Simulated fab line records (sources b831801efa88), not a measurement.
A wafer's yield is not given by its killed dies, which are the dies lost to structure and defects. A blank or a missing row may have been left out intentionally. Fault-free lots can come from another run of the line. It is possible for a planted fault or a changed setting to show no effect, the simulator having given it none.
Which of the tools did it? / flow sky130 / 12 lots (36 wafers sampled), 1 step of a 708-step route

WHAT EACH GAUGE READ, for each wafer
SKY_NWELL_THK_MEAS_02.
lot=L075; measured=day 2 20:32; on=film metro-02; NWELL_OXIDATION_THK (nm)=9.88 10.04 9.76
lot=L077; measured=day 3 07:55; on=film metro-03; NWELL_OXIDATION_THK (nm)=9.87 9.94 9.81
lot=L079; measured=day 3 15:27; on=film metro-02; NWELL_OXIDATION_THK (nm)=9.76 10.04 9.94
lot=L081; measured=day 4 01:22; on=film metro-03; NWELL_OXIDATION_THK (nm)=9.76 9.76 9.83
lot=L083; measured=day 4 10:46; on=film metro-02; NWELL_OXIDATION_THK (nm)=9.77 9.76 9.59
lot=L085; measured=day 4 21:53; on=film metro-03; NWELL_OXIDATION_THK (nm)=10.08 10.03 10.13
lot=L087; measured=day 5 10:39; on=film metro-03; NWELL_OXIDATION_THK (nm)=9.97 9.88 9.68
lot=L089; measured=day 8 06:13; on=film metro-03; NWELL_OXIDATION_THK (nm)=10.25 10.17 10.16
lot=L091; measured=day 8 07:59; on=film metro-03; NWELL_OXIDATION_THK (nm)=10.08 10.13 9.99
lot=L092; measured=day 8 09:05; on=film metro-01; NWELL_OXIDATION_THK (nm)=10.01 10.01 10.15
lot=L095; measured=day 8 09:11; on=film metro-01; NWELL_OXIDATION_THK (nm)=9.95 10.16 9.99
lot=L096; measured=day 8 10:56; on=film metro-03; NWELL_OXIDATION_THK (nm)=10.06 10.13 10.06

TOOL THAT RAN EACH LOT (tool first, then ch and the chambers of the sampled wafers, then the start)
Record: no process step prior to these readings.

THE ANSWER, worked out from the rows above alone
Rule: the lots themselves supply what counts as usual. Put in order of their means at a reading, lots are off if they are a third of the lots or fewer, leave a main group of 4 or more, and stand apart from it by a gap of 3 or more times the standard deviation of the main group's means; of several such gaps the widest counts. A main group is skipped when, at the precision printed for the reading in the tables above, its means are all equal. A lot without any number at a reading at which 4 lots or more have one is off too. The other lots that the step has rows for count as sound.
None of the lots is off at any reading shown; this tells nothing.

WHAT THE SIMULATOR PUT IN
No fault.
